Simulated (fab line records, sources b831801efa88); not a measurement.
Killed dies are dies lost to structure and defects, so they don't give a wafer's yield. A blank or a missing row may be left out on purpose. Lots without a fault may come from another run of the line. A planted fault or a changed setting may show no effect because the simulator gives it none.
A struck lot beside a sound one | flow sky130 | 15 steps out of a route of 708
Sound: wafers L883.1, L883.3, L883.6. Struck: wafers L884.2, L884.3. (L884.4 of the same lot was not struck and is left out.) The cause comes at the end.
At each step with rows: each side's tool, then ch and its chambers, then its first start. Under that, the readings that differ: sound wafers | struck wafers | difference of the means | sigmas: that difference in standard deviations of wafers without a fault.
alike: readings whose means differ by less than 2 such deviations, and words and numbers that are the same on both sides. not compared: withheld readings, readings that some wafer has no value for, bounds like >300 that may hide the same value, and numbers for which the record gives no deviation and whose values overlap.
The two part at a step that has a row with sigmas, a row that says differs or no value, or rows on one side only. Numbers that don't overlap but have no deviation are shown without sigmas and don't part them. A reading that every wafer of one side lacks parts them only if that side has two wafers or more.

SKY_VT_ADJUST_NCORE_STRIP_10: strips in O2/N2.
  sound on plasma_asher-03 ch 0,1, day 11 09:02; struck on plasma_asher-04 ch 0,1, day 11 21:07
  alike: drypump_motor_current_A, oes_product_au, strip_time_to_endpoint_s
  not compared: rf_hours_counter_h
SKY_VT_ADJUST_NCORE_TW_MEAS_11:
  sound on film_metro-04, day 11 09:08; struck on film_metro-04, day 11 21:13
  alike: VT_ADJUST_NCORE_TW
then, 7 steps without rows for these wafers: SKY_VT_ADJUST_HVTR_DEHYDRATE_00 (time 60 s); SKY_VT_ADJUST_HVTR_HMDS_01 (prime time 60 s); SKY_VT_ADJUST_HVTR_COAT_02 (resist thk 1140 nm); SKY_VT_ADJUST_HVTR_SOFTBAKE_03 (time 60 s); SKY_VT_ADJUST_HVTR_EXPOSE_04 (exposes mask HVTRM, target cd 380 nm); SKY_VT_ADJUST_HVTR_PEB_05; SKY_VT_ADJUST_HVTR_DEVELOP_06 (develop time 60 s).
SKY_VT_ADJUST_HVTR_CD_MEAS_07: target cd 380 nm.
  sound on cd_sem-01, day 12 08:44; struck on cd_sem-02, day 12 21:31
  alike: cd_nm
SKY_VT_ADJUST_HVTR_OVL_MEAS_08:
  sound on overlay-01, day 12 08:51; struck on overlay-01, day 12 21:38
  alike: VT_ADJUST_HVTR_OVL
then, 1 step without rows for these wafers: SKY_VT_ADJUST_HVTR_IMPLANT_09.
SKY_VT_ADJUST_HVTR_STRIP_10: strips in O2/N2.
  sound on plasma_asher-02 ch 1, day 12 09:02; struck on plasma_asher-02 ch 0, day 12 21:49
  reading                      | sound             | struck      | difference | sigmas
  oes_product_au (a.u.)        | 0.716 0.714 0.712 | 0.744 0.749 | +0.032     | +7
  strip_time_to_endpoint_s (s) | 14.11 14.07 14.08 | 13.36 13.37 | -0.72      | -21
  alike: drypump_motor_current_A
  not compared: rf_hours_counter_h
SKY_VT_ADJUST_HVTR_TW_MEAS_11:
  sound on film_metro-01, day 12 09:08; struck on film_metro-01, day 12 21:55
  alike: VT_ADJUST_HVTR_TW
SKY_PAD_OPEN_PROBE_99:
  the record has rows for the sound wafers here (prober-02, day 48 06:58) and none for the struck ones

WHERE THEY PART
First at SKY_VT_ADJUST_HVTR_STRIP_10; last, within this record, at SKY_PAD_OPEN_PROBE_99.

WHY: what the simulator had put in
Process parameter drift: plasma_asher-02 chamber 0, from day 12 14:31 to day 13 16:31, at SKY_VT_ADJUST_HVTR_STRIP_10. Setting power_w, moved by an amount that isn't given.
